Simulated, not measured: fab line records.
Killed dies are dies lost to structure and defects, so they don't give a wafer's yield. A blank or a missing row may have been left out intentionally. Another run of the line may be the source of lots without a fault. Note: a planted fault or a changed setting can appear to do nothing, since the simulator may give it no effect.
Comparing a struck lot with a sound one :: flow sky130 :: 32 steps out of a route of 708
Sound: these wafers, L130.1, L130.4, L130.5. Struck: wafer L139.3 (left out: L139.2, L139.4 of the same lot, which were not struck); the cause appears at the end.
For every step that has rows: the tool of each side, followed by ch and its chambers, followed by its first start. Under that, the readings that differ: sound wafers :: struck wafers :: difference of the means :: sigmas: that difference in standard deviations of wafers without a fault.
alike: same words and numbers on both sides, and readings whose means sit less than 2 such deviations apart. not compared: any withheld reading, any reading some wafer has no value for, any bound like >300 that may hide the same value, and any number with overlapping values for which the record gives no deviation.
Wherever a step has rows on one side only, a row that says differs or no value, or a row with sigmas, the two part there. Numbers that don't overlap but have no deviation are shown without sigmas and don't part them. A reading that every wafer of one side lacks parts them only if that side has two wafers or more.

first, 3 steps without rows for these wafers: SKY_VIA1_STRIP_17 (strips in post etch residue remover, time 1200 s); SKY_VIA1_CLEAN_18 (cleans in IPA, time 180 s); SKY_VIA1_CLEAN_19 (cleans in O3/DIW).
SKY_VIA1_SPUTTER_20: material TiN, target thk 20 nm, time 80 s.
  sound on pvd-sputter-02, day 33 22:26; struck on pvd-sputter-02, day 36 21:53
  alike: cathode-dc-power-W, throttle-valve-pct
then, 1 step without rows for these wafers: SKY_VIA1_CVD_21 (deposits W, target thk 270 nm, time 80.902 s).
SKY_VIA1_RS_MEAS_22: a four-point-probe measurement.
  sound on film-metro-01, day 33 22:43; struck on film-metro-04, day 36 22:04
  alike: VIA1_W_RS
SKY_VIA1_THK_MEAS_23: measures by xrf.
  sound on film-metro-01, day 33 22:50; struck on film-metro-04, day 36 22:10
  alike: VIA1_W_THK
then, 1 step without rows for these wafers: SKY_VIA1_CMP_24 (polishes, stops on SiO2, t overpolish 15 s, target thk 0 nm).
SKY_METAL2_SPUTTER_00: material Ti, target thk 15 nm, time 10 s.
  sound on pvd-sputter-03, day 33 23:11; struck on pvd-sputter-01, day 36 22:31
  alike: cathode-dc-power-W, throttle-valve-pct
then, 2 steps without rows for these wafers: SKY_METAL2_SPUTTER_01 (material TiN, target thk 20 nm, time 16.7 s); SKY_METAL2_SPUTTER_02 (material AlCu, target thk 250 nm, time 13.3 s).
SKY_METAL2_SPUTTER_03: material Ti, target thk 5 nm, time 3.3 s.
  sound on pvd-sputter-03, day 33 23:16; struck on pvd-sputter-01, day 36 22:35
  alike: cathode-dc-power-W, throttle-valve-pct
SKY_METAL2_SPUTTER_04: material TiN, target thk 70 nm, time 58.3 s.
  sound on pvd-sputter-03, day 33 23:17; struck on pvd-sputter-01, day 36 22:37
reading: cathode-dc-power-W (W)
sound: 6500.7 6500.6 6499.0
struck: 8502.6
difference: +2002.5
sigmas: +99 or more

reading: model.TiN_of_METAL2_SPUTTER_04.thk-nm (nm)
sound: 69.45 70.04 70.22
struck: 92.02
difference: +22.12
sigmas: 
  alike: throttle-valve-pct
SKY_METAL2_RS_MEAS_05: a four-point-probe measurement.
  sound on film-metro-04, day 33 23:20; struck on film-metro-03, day 36 22:41
reading: METAL2_ALCU_RS (ohm/sq)
sound: 0.1276 0.1291 0.1288
struck: 0.1252
difference: -0.0033
sigmas: -2
SKY_METAL2_THK_MEAS_06: measures by xrf.
  sound on film-metro-04, day 33 23:28; struck on film-metro-03, day 36 22:47
  alike: METAL2_ALCU_THK
then, 8 steps without rows for these wafers: SKY_METAL2_DEHYDRATE_07 (time 60 s); SKY_METAL2_HMDS_08 (prime time 60 s); SKY_METAL2_COAT_09 (resist thk 60 nm); SKY_METAL2_COAT_10 (resist thk 450 nm); SKY_METAL2_SOFTBAKE_11 (time 85.92 s); SKY_METAL2_EXPOSE_12 (exposes mask MM2, target cd 140 nm); SKY_METAL2_PEB_13; SKY_METAL2_DEVELOP_14 (develop time 60 s).
SKY_METAL2_CD_MEAS_15: target cd 140 nm.
  sound on cd-sem-02, day 35 01:20; struck on cd-sem-01, day 38 00:33
  alike: cd-nm
SKY_METAL2_OVL_MEAS_16:
  sound on overlay-02, day 35 01:27; struck on overlay-02, day 38 00:40
  alike: METAL2_OVL
SKY_METAL2_DESCUM_17: chemistry O2, time 8 s.
  sound on rie-metal-03 ch 0,1, day 35 01:29; struck on rie-metal-03 ch 1, day 38 00:41
reading: oes-product-au (a.u.)
sound: 0.989 0.981 0.993
struck: 1.010
difference: +0.022
sigmas: +2
  alike: drypump-motor-current-A
  not compared: rf-hours-counter-h
then, 2 steps without rows for these wafers: SKY_METAL2_ETCH_18 (etches BARC in N2/H2, stops on SiO2, time 45.9 s, target depth 60 nm); SKY_METAL2_METAL_ETCH_19 (etches the open film in Cl2/BCl3, stops on SiO2, target depth 360 nm, time 78 s).
SKY_METAL2_STRIP_20: strips in O2/N2.
  sound on plasma-asher-01 ch 0,1, day 35 01:41; struck on plasma-asher-03 ch 1, day 38 00:53
  alike: drypump-motor-current-A, oes-product-au, strip-time-to-endpoint-s
  not compared: rf-hours-counter-h
SKY_METAL2_STRIP_21: strips in post etch residue remover, time 1200 s.
  sound on wet-bench-03 ch 1, day 35 01:47; struck on wet-bench-04 ch 1, day 38 00:59
reading: model.TiN_of_METAL2_SPUTTER_04.thk-nm (nm)
sound: 69.03 69.62 69.81
struck: 91.6
difference: +22.1
sigmas: 
  alike: bath-guard-temp-C
then, 1 step without rows for these wafers: SKY_METAL2_CLEAN_22 (cleans in IPA, time 180 s).
-- the record jumps here: 10 days lie between the struck wafers' starts before and after (it left off in module METAL2 and takes up again in module PAD_OPEN, whose first step shown is number 708 of the route) --
SKY_PAD_OPEN_PROBE_99:
  sound on prober-01, day 45 15:36; struck on prober-01, day 48 00:17
reading: killed-at-front-end
sound: 21 26 15
struck: 6
difference: -15
sigmas: -3

reading: sort_bin_3_pad_short (%)
sound: 0.6 1.0 0.8
struck: 1.8
difference: +1.0
sigmas: +2

reading: model.etest.via2-chain.rc-ohm
sound: 10.3 10.2 10.6
struck: 11.31
difference: +0.94
sigmas: 
  alike: defect-limited-yield, killed_at_M0_to_M3, killed_at_M4_up, killed-at-contacts, killed-at-other, killed-dies, killed-open, killed-short, sort_bin_5_function, sort_bin_6_memory, sort-n-pass, sort-yield-pct

## WHERE THEY PART
Last at SKY_PAD_OPEN_PROBE_99 as far as this record goes, first at SKY_METAL2_SPUTTER_04.

WHY: what had been put in by the simulator
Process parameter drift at SKY_METAL2_SPUTTER_04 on pvd-sputter-01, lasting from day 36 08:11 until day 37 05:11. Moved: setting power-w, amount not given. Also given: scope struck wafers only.
